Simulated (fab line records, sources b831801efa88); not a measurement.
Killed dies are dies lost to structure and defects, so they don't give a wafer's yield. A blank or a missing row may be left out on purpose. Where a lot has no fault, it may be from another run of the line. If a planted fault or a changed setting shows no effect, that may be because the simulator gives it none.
Split-lot experiment -- flow sky130 -- 5 lots, 23 wafers read, on a route of 708 steps

ON THE SPLIT
At SKY_METAL4_ETCH_16 (etches BARC in N2/H2, stops on SiO2, time 88.2 s, target depth 60 nm), the setting timeS was moved away from the recipe's 88.2 s on 5 of the 23 wafers read, by -12.2% to -8.4%. All remaining wafers had this setting at the recipe value.

The split's own step is where the reading is taken.

THE READING
oesProductAu, in a.u., at SKY_METAL4_ETCH_16 (etches BARC in N2/H2, stops on SiO2, time 88.2 s, target depth 60 nm). A value of 0.626 a.u. with a standard deviation of 0.005 a.u. is what fault-free wafers of this fab line usually give.

wafer,"tool, chamber at the split","timeS as run, s",against the recipe,"oesProductAu, a.u.",against lot-mates on the recipe
L076.2,"rieMetal-04, 0",88.2,recipe,0.622,-
L076.3,"rieMetal-04, 0",88.2,recipe,0.625,-
L076.4,"rieMetal-04, 1",88.2,recipe,0.625,-
L076.5,"rieMetal-04, 0",88.2,recipe,0.631,-
L076.6,"rieMetal-04, 1",88.2,recipe,0.624,-
L080.1,"rieMetal-02, 1",80.75,-8.4%,0.656,+0.032
L080.3,"rieMetal-02, 0",88.2,recipe,0.626,-
L080.4,"rieMetal-02, 1",88.2,recipe,0.615,-
L080.5,"rieMetal-02, 1",80.75,-8.4%,0.644,+0.020
L080.6,"rieMetal-02, 0",88.2,recipe,0.631,-
L081.1,"rieMetal-02, 0",88.2,recipe,0.627,-
L081.2,"rieMetal-02, 1",88.2,recipe,0.634,-
L081.3,"rieMetal-02, 1",88.2,recipe,0.630,-
L081.4,"rieMetal-02, 0",88.2,recipe,0.628,-
L081.6,"rieMetal-02, 1",88.2,recipe,0.628,-
L082.1,"rieMetal-04, 1",88.2,recipe,0.629,-
L082.2,"rieMetal-04, 0",77.47,-12.2%,0.656,+0.027
L082.4,"rieMetal-04, 0",77.47,-12.2%,0.660,+0.031
L082.5,"rieMetal-04, 1",77.47,-12.2%,0.653,+0.024
L082.6,"rieMetal-04, 0",88.2,recipe,0.629,-
L084.3,"rieMetal-01, 1",88.2,recipe,0.621,-
L084.5,"rieMetal-01, 1",88.2,recipe,0.624,-
L084.6,"rieMetal-01, 0",88.2,recipe,0.627,-

THE FIT
A straight line over all 23 wafers: oesProductAu changes by -0.00253 a.u. for each +1% of timeS; r = -0.93; the points scatter about the line by 0.0046 a.u.
The same after taking each lot's own level away (the mean of its wafers on the recipe; 23 wafers): -0.00243 a.u. for each +1%; r = -0.93; scatter 0.0044 a.u.
On that fit, the largest move of timeS shifts the reading by 0.03 a.u.
Measured against the standard deviation above, the lots' own levels, which go from 0.6240 to 0.6294 a.u., span 1.1 times it.
Consequently the slope shifts little with the lot-to-lot level, the two slopes agreeing.
Check: +0.0307 a.u. against its lot-mates is what the line predicts for one of the wafers moved furthest among these (-12.2%) when that wafer is left out of the fit. It came out at +0.027 a.u. against them.
Tool readings at the split's step, against how far the setting was moved: oesProductAu r = -0.93.

FURTHER SPLITS ON THESE WAFERS
Before the reading, these wafers also passed through other splits. Each is held against what the fit with the lots' levels taken away leaves over:
other split on the same wafers,wafers away from the commonest value,r with oesProductAu (lot level and that fit taken away)
SKY_CAP2M_SOFTBAKE_08 tempC,9,-0.02

THE FILE'S OWN FIT
oesProductAu changes by -0.0025 a.u. for each +1% of timeS, r = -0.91.
